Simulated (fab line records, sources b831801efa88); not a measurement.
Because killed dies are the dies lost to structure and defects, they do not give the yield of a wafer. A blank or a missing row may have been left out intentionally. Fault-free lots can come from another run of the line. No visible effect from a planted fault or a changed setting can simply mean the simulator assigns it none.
One fault seen from 2 desks	flow gf180mcu	only its own numbers are on each desk; what lay behind them is given at the end

## METROLOGY DESK
Means of the sampled wafers that have a number, per lot and without regard to the tool the lot ran on: this is what the gauges read. Any lot whose mean is over 4 standard deviations away from the usual mean is out of limits and marked OUT; that distance is given in the brackets.
Columns: A = INCOMING_BOW at GF_STI_BOW_MEAS_00, usual -1 um; B = POLY_GATE_OXIDATION_THK at GF_POLY_GATE_THK_MEAS_17, usual 4.03 nm
lot	first seen here	A	B
L800	day 1 10:01	-4	4.11
L803	day 2 01:00	6	3.98
L804	day 2 06:02	2	4.13
L805	day 2 11:00	-2	3.96
L806	day 2 16:00	2	4.10
L807	day 2 21:01	8	4.06
L808	day 3 02:00	-1	3.96
L810	day 3 12:01	-4	4.01
L814	day 4 08:00	-3	5.88 (+23) OUT
L816	day 4 18:02	-6	5.92 (+24) OUT
L820	day 5 14:00	-2	4.07
L822	day 6 00:00	-3	3.97
This desk reports L814, L816 out of limits; the earliest was L814 at day 13 15:57 (POLY_GATE_OXIDATION_THK at GF_POLY_GATE_THK_MEAS_17). In limits: L800, L803, L804, L805, L806, L807, L808, L810, L820, L822.

## THE TOOL OWNER'S DESK: furnace-01
The tool's own readings at GF_POLY_GATE_OXIDATION_16 (stabilise 600 s, purge 300 s, target thk 4 nm): means of the sampled wafers that have a number, for each lot that ran on this tool. Any lot whose mean is over 4 standard deviations away from the usual mean is out of limits and marked OUT; that distance is given in the brackets. Readings shown: 7 out of 9 (the first out of limits, and those lying furthest out on some lot).
Columns: A = spikeTcBottomC at GF_POLY_GATE_OXIDATION_16, usual 868 C; B = spikeTcCentreC at GF_POLY_GATE_OXIDATION_16, usual 850.5 C; C = spikeTcLowerC at GF_POLY_GATE_OXIDATION_16, usual 850.0 C; D = spikeTcTopC at GF_POLY_GATE_OXIDATION_16, usual 861.9 C; E = spikeTcUpperC at GF_POLY_GATE_OXIDATION_16, usual 849.3 C; F = tubeCenterTempC at GF_POLY_GATE_OXIDATION_16, usual 849.99 C; G = tube_center_temp_C_max at GF_POLY_GATE_OXIDATION_16, usual 852.2
lot	first seen here	A	B	C	D	E	F	G
L804	day 10 09:32	871	850.9	849.1	860.9	849.7	850.06	852.7
L807	day 11 06:04	871	850.9	850.0	859.7	849.4	849.97	852.2
L808	day 11 13:33	870	850.1	849.4	860.2	848.5	850.02	852.0
L810	day 12 07:46	873	850.5	850.7	859.6	850.4	850.02	852.2
L814	day 13 14:42	902 (+9.6) OUT	882.1 (+32) OUT	881.0 (+28) OUT	891.0 (+13) OUT	882.3 (+30) OUT	881.83 (+99 or more) OUT	883.8 (+85) OUT
L816	day 14 04:43	902 (+9.6) OUT	882.1 (+32) OUT	882.5 (+30) OUT	891.3 (+13) OUT	881.5 (+29) OUT	881.84 (+99 or more) OUT	883.8 (+85) OUT
Finding of this desk: L814, L816 out of limits; the first was L814 at day 13 14:42, on spikeTcBottomC at GF_POLY_GATE_OXIDATION_16. In limits: L804, L807, L808, L810.

## PUT TOGETHER
The tool owner's desk had the chance to raise an alarm at day 13 14:42 on L814, L816.
An alarm was possible from the metrology desk at day 13 15:57, on L814, L816.
Of the lots named, all ran GF_POLY_GATE_OXIDATION_16 on furnace-01.

## WHAT THE SIMULATOR HAD PUT IN
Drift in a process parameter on furnace-01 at GF_POLY_GATE_OXIDATION_16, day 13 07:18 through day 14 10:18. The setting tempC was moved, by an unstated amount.
Shown lots that were struck: L814, L816.
Fault start to first reading out of limits, in hours, per desk: tool owner, 7; metrology, 9.
